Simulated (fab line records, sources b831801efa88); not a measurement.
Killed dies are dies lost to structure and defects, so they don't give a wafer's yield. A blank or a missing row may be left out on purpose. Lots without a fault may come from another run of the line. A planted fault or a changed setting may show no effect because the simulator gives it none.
A struck lot beside a sound one | flow sky130 | 22 steps out of a route of 708
Sound: wafers L892.3, L892.4, L892.6. Struck: wafers L897.1, L897.3, L897.4. The cause comes at the end.
At each step with rows: each side's tool, then ch and its chambers, then its first start. Under that, the readings that differ: sound wafers | struck wafers | difference of the means | sigmas: that difference in standard deviations of wafers without a fault.
alike: readings whose means differ by less than 2 such deviations, and words and numbers that are the same on both sides. not compared: withheld readings, readings that some wafer has no value for, bounds like >300 that may hide the same value, and numbers for which the record gives no deviation and whose values overlap.
The two part at a step that has a row with sigmas, a row that says differs or no value, or rows on one side only. Numbers that don't overlap but have no deviation are shown without sigmas and don't part them. A reading that every wafer of one side lacks parts them only if that side has two wafers or more.

first, 4 steps without rows for these wafers: SKY_NWELL_SOFTBAKE_06; SKY_NWELL_EXPOSE_07 (exposes mask NWM, target cd 840 nm); SKY_NWELL_PEB_08; SKY_NWELL_DEVELOP_09 (develop time 60 s).
SKY_NWELL_OVL_MEAS_10:
  sound on overlay-02, day 6 20:08; struck on overlay-02, day 8 03:32
  reading           | sound         | struck         | difference | sigmas
  NWELL_00_OVL (nm) | -0.2 -0.2 0.5 | -3.6 -4.6 -2.8 | -3.7       | -2
then, 3 steps without rows for these wafers: SKY_NWELL_IMPLANT_11; SKY_NWELL_IMPLANT_12; SKY_NWELL_IMPLANT_13.
SKY_NWELL_STRIP_14: strips in O2/N2.
  sound on plasma_asher-01 ch 0,1, day 6 20:39; struck on plasma_asher-01 ch 0,1, day 8 04:01
  reading                      | sound             | struck            | difference | sigmas
  strip_time_to_endpoint_s (s) | 36.94 36.93 36.90 | 37.10 37.10 37.10 | +0.18      | +2
  alike: drypump_motor_current_A, oes_product_au
  not compared: rf_hours_counter_h
SKY_NWELL_TW_MEAS_15:
  sound on film_metro-03, day 6 20:44; struck on film_metro-04, day 8 04:07
  alike: NWELL_TW
then, 2 steps without rows for these wafers: SKY_NWELL_DEHYDRATE_16 (time 60 s); SKY_NWELL_HMDS_17 (prime time 60 s).
SKY_NWELL_COAT_18: resist thk 3000 nm.
  sound on litho_track-04 ch 0, day 7 06:00; struck on litho_track-01 ch 0, day 8 15:08
  reading                                 | sound          | struck         | difference | sigmas
  model.coat_of_NWELL_COAT_18.thk_nm (nm) | 3000 3003 3007 | 2548 2538 2543 | -460       |
then, 3 steps without rows for these wafers: SKY_NWELL_SOFTBAKE_19; SKY_NWELL_EXPOSE_20 (exposes mask NWM COMPLEMENT, target cd 840 nm); SKY_NWELL_PEB_21.
SKY_NWELL_DEVELOP_22: develop time 60 s.
  sound on litho_track-01 ch 0; struck on litho_track-03 ch 0
  reading                                 | sound          | struck         | difference | sigmas
  model.coat_of_NWELL_COAT_18.thk_nm (nm) | 2996 2999 3003 | 2543 2533 2539 | -461       |
SKY_NWELL_OVL_MEAS_23:
  sound on overlay-01, day 7 16:57; struck on overlay-01, day 9 01:44
  reading           | sound          | struck       | difference | sigmas
  NWELL_01_OVL (nm) | -3.4 -1.2 -3.2 | 1.0 -0.1 0.6 | +3.1       | +3
then, 1 step without rows for these wafers: SKY_NWELL_IMPLANT_24.
SKY_NWELL_STRIP_25: strips in O2/N2.
  sound on plasma_asher-02 ch 0,1, day 7 17:10; struck on plasma_asher-01 ch 0,1, day 9 01:55
  reading                      | sound             | struck            | difference | sigmas
  strip_time_to_endpoint_s (s) | 36.90 36.94 37.00 | 31.74 31.62 31.70 | -5.26      | -59
  alike: drypump_motor_current_A, oes_product_au
  not compared: rf_hours_counter_h
SKY_NWELL_TW_MEAS_26:
  sound on film_metro-04, day 7 17:14; struck on film_metro-02, day 9 02:01
  alike: NWELL_2_TW
-- the record jumps here: 40 days lie between the struck wafers' starts before and after (it left off in module NWELL and takes up again in module PAD_OPEN, whose first step shown is number 708 of the route) --
SKY_PAD_OPEN_PROBE_99:
  sound on prober-02, day 48 03:34; struck on prober-02, day 49 08:25
  reading                                 | sound             | struck            | difference | sigmas
  model.etest.res_iso_pwell.width_nm (nm) | 2675 2665 2661    | 2679 2686 2700    | +21        |
  model.etest.res_nwell.width_nm (nm)     | 830.7 832.2 831.2 | 817.1 818.9 817.2 | -13.6      |
  alike: killed_at_M0_to_M3, killed_at_M4_up, killed_at_contacts, killed_at_front_end, killed_at_other, killed_dies, killed_open, killed_short

WHERE THEY PART
First at SKY_NWELL_OVL_MEAS_10; last, within this record, at SKY_NWELL_STRIP_25. Later steps at which nothing parts them and some readings are alike: SKY_NWELL_TW_MEAS_26, SKY_PAD_OPEN_PROBE_99.

WHY: what the simulator had put in
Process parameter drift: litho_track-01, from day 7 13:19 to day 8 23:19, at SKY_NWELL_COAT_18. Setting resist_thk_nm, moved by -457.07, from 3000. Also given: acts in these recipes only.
